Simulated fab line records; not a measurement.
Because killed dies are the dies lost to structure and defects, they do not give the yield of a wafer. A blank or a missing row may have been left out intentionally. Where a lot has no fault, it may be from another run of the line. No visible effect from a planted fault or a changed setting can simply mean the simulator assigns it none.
Which tool was responsible?    flow gf180mcu    7 lots with 21 wafers sampled at 3 steps, on a route of 602 steps

== WHAT THE GAUGES READ, wafer by wafer ==
GF_M4_CD_MEAS_14: target cd 280 nm.
lot   measured      on         cd_nm (nm)
L348  day 24 00:52  cd_sem-02  281.4 280.7 281.9
L351  day 24 18:49  cd_sem-01  281.6 279.3 281.8
L354  day 25 19:45  cd_sem-01  277.7 277.9 279.0
L356  day 26 15:26  cd_sem-01  279.1 279.7 280.3
L358  day 27 05:14  cd_sem-02  280.7 280.5 279.3
L362  day 28 14:39  cd_sem-02  281.0 280.0 281.3
L368  day 30 00:50  cd_sem-01  280.9 281.1 281.4

== EACH LOT AND THE TOOL THAT RAN IT (in order: tool; ch and the chambers of the sampled wafers; start) ==
lot   GF_STI_OXIDATION_01           GF_V3_CVD_23
L348  furnace-01 ch 0, day 1 15:07  cvd_w-02 ch 0,1, day 23 01:03
L351  furnace-02 ch 0, day 2 06:32  cvd_w-01 ch 0,1, day 23 20:13
L354  furnace-02 ch 0, day 2 21:07  cvd_w-02 ch 0,1, day 24 21:38
L356  furnace-01 ch 0, day 3 09:19  cvd_w-02 ch 0,1, day 25 17:34
L358  furnace-01 ch 0, day 3 17:07  cvd_w-01 ch 0,1, day 26 07:50
L362  furnace-01 ch 0, day 4 14:38  cvd_w-01 ch 0,1, day 27 17:40
L368  furnace-02 ch 0, day 5 19:26  cvd_w-01 ch 0,1, day 29 05:14
- GF_STI_OXIDATION_01: stabilise 600 s, purge 300 s, target thk 10 nm.
- GF_V3_CVD_23: deposits W, target thk 350 nm, time 104.9 s.

== THE ANSWER, worked out from the rows above alone ==
Rule: usual is defined by the lots themselves. Put in order of their means at a reading, lots are off if they are a third of the lots or fewer, leave a main group of 4 or more, and stand apart from it by a gap of 3 or more times the standard deviation of the main group's means; of several such gaps the widest counts. If all means in a main group match to the digits the tables above print for the reading, that group is not used. Also off: a lot with no number at a reading for which 4 or more lots have one. Where the step has rows for the other lots, those lots are counted as sound.
No lot is off at any reading shown: from this, nothing can be told.

== WHAT THE SIMULATOR HAD PUT IN ==
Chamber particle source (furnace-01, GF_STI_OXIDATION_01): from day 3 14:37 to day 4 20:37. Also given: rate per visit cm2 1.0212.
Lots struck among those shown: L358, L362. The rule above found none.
